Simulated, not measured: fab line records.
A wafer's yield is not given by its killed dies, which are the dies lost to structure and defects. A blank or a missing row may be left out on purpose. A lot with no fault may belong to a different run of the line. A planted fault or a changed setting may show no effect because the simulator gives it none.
One fault through the eyes of 2 desks -- flow gf180mcu -- numbers are kept per desk, each desk with only its own; the story behind them comes last

== AT THE METROLOGY DESK ==
What the gauges read, lot by lot, whatever tool the lot ran on: means of the sampled wafers that have a number. If a lot's mean is further than 4 standard deviations from the usual mean, the lot is out of limits and carries the mark OUT (the distance appears in the brackets).
Columns: A = V2_W_THK at GF_V2_THK_MEAS_25, usual 353 nm
lot,first seen here,A
L397,day 20 03:41,353
L399,day 21 05:22,352
L400,day 21 13:07,352
L402,day 22 04:24,354
L403,day 22 09:19,361
L406,day 23 17:09,351
L408,day 24 12:14,351
L410,day 25 06:08,355
L411,day 25 16:54,353
L415,day 26 17:05,349
L416,day 26 19:19,349
L417,day 27 06:49,353
L419,day 27 16:20,352
This desk's verdict: no lot among the 13 shows anything out of limits.

== THE TOOL OWNER'S DESK: rie diel-03 ==
The tool's own readings at GF_V3_ETCH_16 (etches BARC in N2/H2): means of the sampled wafers that have a number, for each lot that ran on this tool. If a lot's mean is further than 4 standard deviations from the usual mean, the lot is out of limits and carries the mark OUT (the distance appears in the brackets).
Columns: A = bias w at GF_V3_ETCH_16, usual 99.99 W; B = drypump motor current A at GF_V3_ETCH_16, usual 5.8 A; C = oes product au at GF_V3_ETCH_16, usual 0.854 a.u.; D = throttle valve pct at GF_V3_ETCH_16, usual 13.225 %
lot,first seen here,A,B,C,D
L397,day 22 05:07,100.02,5.7,0.855,13.233
L402,day 24 04:22,99.99,5.9,0.855,13.241
L403,day 24 10:36,99.93,5.7,0.855,13.227
L408,day 26 09:50,100.03,6.0,0.857,13.229
L415,day 28 11:12,99.92,5.9,0.855,13.219
L416,day 28 14:16,107.27 (+26) OUT,5.9,0.855,13.217
L417,day 29 00:33,103.41 (+12) OUT,5.7,0.855,13.225
L419,day 29 10:03,103.73 (+13) OUT,5.9,0.858,13.228
This desk's verdict: out of limits on L416, L417, L419, starting with L416 at day 28 14:16 (bias w at GF_V3_ETCH_16). Within limits: L397, L402, L403, L408, L415.

== TAKEN TOGETHER ==
The tool owner's desk had the chance to raise an alarm at day 28 14:16 on L416, L417, L419.
At the metrology desk, nothing out of limits was observed.
The metrology desk has L416, L417, L419 on record, within its limits.
All the named lots went through GF_V3_ETCH_16 on rie diel-03.

== WHAT THE SIMULATOR HAD PUT IN ==
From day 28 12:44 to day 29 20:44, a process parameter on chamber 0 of rie diel-03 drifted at GF_V3_ETCH_16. Setting bias w shifted by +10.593 from 100. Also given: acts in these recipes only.
Struck lots among those shown: L416, L417, L419.
Delay in hours, fault start to first out-of-limits reading, by desk: the tool owner's desk at 2.
